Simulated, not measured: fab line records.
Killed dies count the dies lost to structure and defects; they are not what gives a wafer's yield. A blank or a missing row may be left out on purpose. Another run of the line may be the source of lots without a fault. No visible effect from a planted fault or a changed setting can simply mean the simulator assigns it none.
Tool commonality check || flow sky130 || Sample size 11 lots and 33 wafers

== WHY IT WAS OPENED ==
At SKY_SD_N_OVL_MEAS_08 the reading SD_N_OVL is flagged on 2 of 11 lots. Wafers without a fault read 0.2 nm, standard deviation 1.4.
Rule: flag the lot when none of its wafers has a number, or when each of its wafers that has one lies beyond 4 standard deviations from that mean. As for the other lots, they are considered sound.

{"lot": "L796", "measured": "day 27 17:02", "on": "overlay-02", "SD_N_OVL (nm), wafer by wafer": "0.8 0.3 0.5", "flag": ""}
{"lot": "L797", "measured": "day 28 10:54", "on": "overlay-02", "SD_N_OVL (nm), wafer by wafer": "1.5 1.1 -0.5", "flag": ""}
{"lot": "L798", "measured": "day 28 16:21", "on": "overlay-02", "SD_N_OVL (nm), wafer by wafer": "-2.3 -1.9 -1.8", "flag": ""}
{"lot": "L801", "measured": "day 29 18:14", "on": "overlay-02", "SD_N_OVL (nm), wafer by wafer": "-0.4 -0.4 1.5", "flag": ""}
{"lot": "L802", "measured": "day 30 07:00", "on": "overlay-01", "SD_N_OVL (nm), wafer by wafer": "60.1 59.0 57.6", "flag": "FLAGGED"}
{"lot": "L805", "measured": "day 31 00:27", "on": "overlay-02", "SD_N_OVL (nm), wafer by wafer": "59.7 60.5 60.5", "flag": "FLAGGED"}
{"lot": "L810", "measured": "day 32 13:48", "on": "overlay-01", "SD_N_OVL (nm), wafer by wafer": "-1.1 0.2 -0.6", "flag": ""}
{"lot": "L811", "measured": "day 33 01:06", "on": "overlay-02", "SD_N_OVL (nm), wafer by wafer": "1.1 0.5 0.0", "flag": ""}
{"lot": "L812", "measured": "day 33 07:39", "on": "overlay-02", "SD_N_OVL (nm), wafer by wafer": "1.1 0.9 0.1", "flag": ""}
{"lot": "L814", "measured": "day 33 17:47", "on": "overlay-02", "SD_N_OVL (nm), wafer by wafer": "-0.6 1.0 0.0", "flag": ""}
{"lot": "L816", "measured": "day 34 17:24", "on": "overlay-01", "SD_N_OVL (nm), wafer by wafer": "0.0 0.3 -1.6", "flag": ""}
The numbers of the flagged lots are 59.6 nm on average: +59.4 nm against the usual, or +42 standard deviations.

== EACH LOT AND THE TOOL IT RAN ON ==
The record keeps 1 process step preceding the reading, out of 708 steps on the route. Read each cell as the tool, then ch plus the chambers that the sampled wafers visited, then the start.
{"lot": "L796", "flag": "", "SKY_SD_N_EXPOSE_04": "iline stepper-02 ch 0, day 27 02:34"}
{"lot": "L797", "flag": "", "SKY_SD_N_EXPOSE_04": "iline stepper-01 ch 0, day 27 20:22"}
{"lot": "L798", "flag": "", "SKY_SD_N_EXPOSE_04": "iline stepper-02 ch 0, day 28 01:51"}
{"lot": "L801", "flag": "", "SKY_SD_N_EXPOSE_04": "iline stepper-02 ch 0, day 29 03:31"}
{"lot": "L802", "flag": "FLAGGED", "SKY_SD_N_EXPOSE_04": "iline stepper-01 ch 0, day 29 17:19"}
{"lot": "L805", "flag": "FLAGGED", "SKY_SD_N_EXPOSE_04": "iline stepper-01 ch 0, day 30 10:04"}
{"lot": "L810", "flag": "", "SKY_SD_N_EXPOSE_04": "iline stepper-02 ch 0, day 32 00:05"}
{"lot": "L811", "flag": "", "SKY_SD_N_EXPOSE_04": "iline stepper-02 ch 0, day 32 11:55"}
{"lot": "L812", "flag": "", "SKY_SD_N_EXPOSE_04": "iline stepper-02 ch 0, day 32 18:25"}
{"lot": "L814", "flag": "", "SKY_SD_N_EXPOSE_04": "iline stepper-02 ch 0, day 33 04:22"}
{"lot": "L816", "flag": "", "SKY_SD_N_EXPOSE_04": "iline stepper-02 ch 0, day 34 03:31"}
These steps, and what they do:
- SKY_SD_N_EXPOSE_04: exposes mask NSDM, target cd 380 nm.
- SKY_SD_N_OVL_MEAS_08

== FLAGGED OVER TOTAL, TOOL BY TOOL (the gauges that took the reading come last) ==
{"step": "SKY_SD_N_EXPOSE_04", "tool": "iline stepper-01", "lots run": 3, "flagged": 2, "share of the flagged lots": "all", "sound lots run after its first flagged lot": 0}
{"step": "SKY_SD_N_EXPOSE_04", "tool": "iline stepper-02", "lots run": 8, "flagged": 0, "share of the flagged lots": "none", "sound lots run after its first flagged lot": "-"}
{"step": "SKY_SD_N_OVL_MEAS_08", "tool": "overlay-01", "lots run": 3, "flagged": 1, "share of the flagged lots": "some", "sound lots run after its first flagged lot": "2 (L810,L816)"}
{"step": "SKY_SD_N_OVL_MEAS_08", "tool": "overlay-02", "lots run": 8, "flagged": 1, "share of the flagged lots": "some", "sound lots run after its first flagged lot": "3 (L811,L812,L814)"}

== WHAT IS ALLOWED BY THE TABLE ==
Rows of the table that ran each flagged lot: 1, that is iline stepper-01 at SKY_SD_N_EXPOSE_04.
- iline stepper-01 at SKY_SD_N_EXPOSE_04: 2 of its 3 lots flagged. Its last sound lot is L797 (day 27 20:22), its first flagged lot L802 (day 29 17:19): a fault that began between those two fits.
Left over: one tool, iline stepper-01 at SKY_SD_N_EXPOSE_04.

== WHAT THE SIMULATOR PUT IN ==
Scanner matching overlay: iline stepper-01, from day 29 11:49 on, at SKY_SD_N_EXPOSE_04. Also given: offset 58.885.
Lots struck among those shown: L802, L805. Same finding as the rule above.
